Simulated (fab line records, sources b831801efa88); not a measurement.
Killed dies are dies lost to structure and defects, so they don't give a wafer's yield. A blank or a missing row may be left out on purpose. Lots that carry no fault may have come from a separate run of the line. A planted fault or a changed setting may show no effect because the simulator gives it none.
Matching of chambers || flow sky130 || rie diel-01 running SKY_VIA1_ETCH_14: 4 sister chambers
The step etches BARC in N2/H2, stops on SiO2, time 45.9 s, target depth 60 nm. 20 wafers are shown with their chamber, then 10 later ones without.

## EACH WAFER AND ITS CHAMBER
{"wafer": "L076.2", "chamber": 3, "drypump motor current A (A)": 6.0, "bias w (W)": 99.84, "throttle valve pct (%)": 13.221}
{"wafer": "L076.4", "chamber": 0, "drypump motor current A (A)": 5.7, "bias w (W)": 100.81, "throttle valve pct (%)": 13.219}
{"wafer": "L076.6", "chamber": 1, "drypump motor current A (A)": 5.3, "bias w (W)": 100.08, "throttle valve pct (%)": 13.204}
{"wafer": "L078.1", "chamber": 0, "drypump motor current A (A)": 5.8, "bias w (W)": 100.23, "throttle valve pct (%)": 13.225}
{"wafer": "L078.2", "chamber": 2, "drypump motor current A (A)": 5.9, "bias w (W)": 100.07, "throttle valve pct (%)": 13.220}
{"wafer": "L078.3", "chamber": 3, "drypump motor current A (A)": 6.0, "bias w (W)": 100.56, "throttle valve pct (%)": 13.231}
{"wafer": "L079.2", "chamber": 0, "drypump motor current A (A)": 5.8, "bias w (W)": 100.41, "throttle valve pct (%)": 13.225}
{"wafer": "L079.3", "chamber": 1, "drypump motor current A (A)": 5.3, "bias w (W)": 100.20, "throttle valve pct (%)": 13.236}
{"wafer": "L079.5", "chamber": 1, "drypump motor current A (A)": 5.3, "bias w (W)": 100.02, "throttle valve pct (%)": 13.226}
{"wafer": "L080.1", "chamber": 1, "drypump motor current A (A)": 5.3, "bias w (W)": 99.78, "throttle valve pct (%)": 13.228}
{"wafer": "L080.4", "chamber": 1, "drypump motor current A (A)": 5.3, "bias w (W)": 99.90, "throttle valve pct (%)": 13.224}
{"wafer": "L080.5", "chamber": 2, "drypump motor current A (A)": 6.0, "bias w (W)": 99.76, "throttle valve pct (%)": 13.234}
{"wafer": "L083.1", "chamber": 2, "drypump motor current A (A)": 6.0, "bias w (W)": 99.90, "throttle valve pct (%)": 13.216}
{"wafer": "L083.3", "chamber": 1, "drypump motor current A (A)": 5.3, "bias w (W)": 100.12, "throttle valve pct (%)": 13.227}
{"wafer": "L083.5", "chamber": 0, "drypump motor current A (A)": 5.7, "bias w (W)": 100.36, "throttle valve pct (%)": 13.224}
{"wafer": "L085.1", "chamber": 1, "drypump motor current A (A)": 5.4, "bias w (W)": 100.40, "throttle valve pct (%)": 13.234}
{"wafer": "L085.4", "chamber": 3, "drypump motor current A (A)": 5.9, "bias w (W)": 99.85, "throttle valve pct (%)": 13.239}
{"wafer": "L085.5", "chamber": 1, "drypump motor current A (A)": 5.4, "bias w (W)": 100.02, "throttle valve pct (%)": 13.213}
{"wafer": "L087.1", "chamber": 1, "drypump motor current A (A)": 5.3, "bias w (W)": 99.97, "throttle valve pct (%)": 13.221}
{"wafer": "L087.2", "chamber": 0, "drypump motor current A (A)": 5.7, "bias w (W)": 99.89, "throttle valve pct (%)": 13.226}

SIGNATURES (means of the wafers above)
{"reading": "drypump motor current A", "chamber 0": 5.740, "chamber 1": 5.322, "chamber 2": 5.967, "chamber 3": 5.967, "scatter within a chamber": 0.0506}
{"reading": "bias w", "chamber 0": 100.3400, "chamber 1": 100.0544, "chamber 2": 99.9100, "chamber 3": 100.0833, "scatter within a chamber": 0.26}
{"reading": "throttle valve pct", "chamber 0": 13.22380, "chamber 1": 13.22367, "chamber 2": 13.22333, "chamber 3": 13.23033, "scatter within a chamber": 0.00857}
Rule: for each reading, subtract the chamber's mean from the wafer's reading, divide by that reading's scatter and square the result; add these up over the readings and take the root, which gives the wafer's distance from the chamber. The wafer belongs to the nearest chamber; if the next one is less than 2 further off, it can't be placed. The scatter: take each reading less its chamber's mean, square it, sum over the shown wafers, divide by the number of wafers less the number of chambers, and take the root.

## WAFERS WITHOUT THEIR CHAMBER
{"wafer": "L087.3", "drypump motor current A (A)": 6.0, "bias w (W)": 100.28, "throttle valve pct (%)": 13.199}
{"wafer": "L090.1", "drypump motor current A (A)": 5.9, "bias w (W)": 100.01, "throttle valve pct (%)": 13.216}
{"wafer": "L090.2", "drypump motor current A (A)": 5.9, "bias w (W)": 99.71, "throttle valve pct (%)": 13.216}
{"wafer": "L090.5", "drypump motor current A (A)": 5.9, "bias w (W)": 99.90, "throttle valve pct (%)": 13.229}
{"wafer": "L093.1", "drypump motor current A (A)": 5.3, "bias w (W)": 99.58, "throttle valve pct (%)": 13.243}
{"wafer": "L093.2", "drypump motor current A (A)": 5.7, "bias w (W)": 99.80, "throttle valve pct (%)": 13.224}
{"wafer": "L093.3", "drypump motor current A (A)": 5.9, "bias w (W)": 99.90, "throttle valve pct (%)": 13.237}
{"wafer": "L097.1", "drypump motor current A (A)": 5.4, "bias w (W)": 100.10, "throttle valve pct (%)": 13.224}
{"wafer": "L097.5", "drypump motor current A (A)": 5.3, "bias w (W)": 99.51, "throttle valve pct (%)": 13.223}
{"wafer": "L097.6", "drypump motor current A (A)": 5.9, "bias w (W)": 99.99, "throttle valve pct (%)": 13.219}

## THE CHAMBER EACH PASSED THROUGH
{"wafer": "L087.3", "from the rows above": "can't be placed: 2 or 3", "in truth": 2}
{"wafer": "L090.1", "from the rows above": "can't be placed: 2 or 3 or 0", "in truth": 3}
{"wafer": "L090.2", "from the rows above": "can't be placed: 2 or 3", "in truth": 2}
{"wafer": "L090.5", "from the rows above": "can't be placed: 2 or 3", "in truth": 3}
{"wafer": "L093.1", "from the rows above": 1, "in truth": 1}
{"wafer": "L093.2", "from the rows above": 0, "in truth": 0}
{"wafer": "L093.3", "from the rows above": "can't be placed: 3 or 2", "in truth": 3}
{"wafer": "L097.1", "from the rows above": 1, "in truth": 1}
{"wafer": "L097.5", "from the rows above": 1, "in truth": 1}
{"wafer": "L097.6", "from the rows above": "can't be placed: 2 or 3", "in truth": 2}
Correctly placed: 4 of 10. Cannot be placed on the basis of these rows: 6; the candidates contain the true chamber in 6. Placed wrongly: 0.
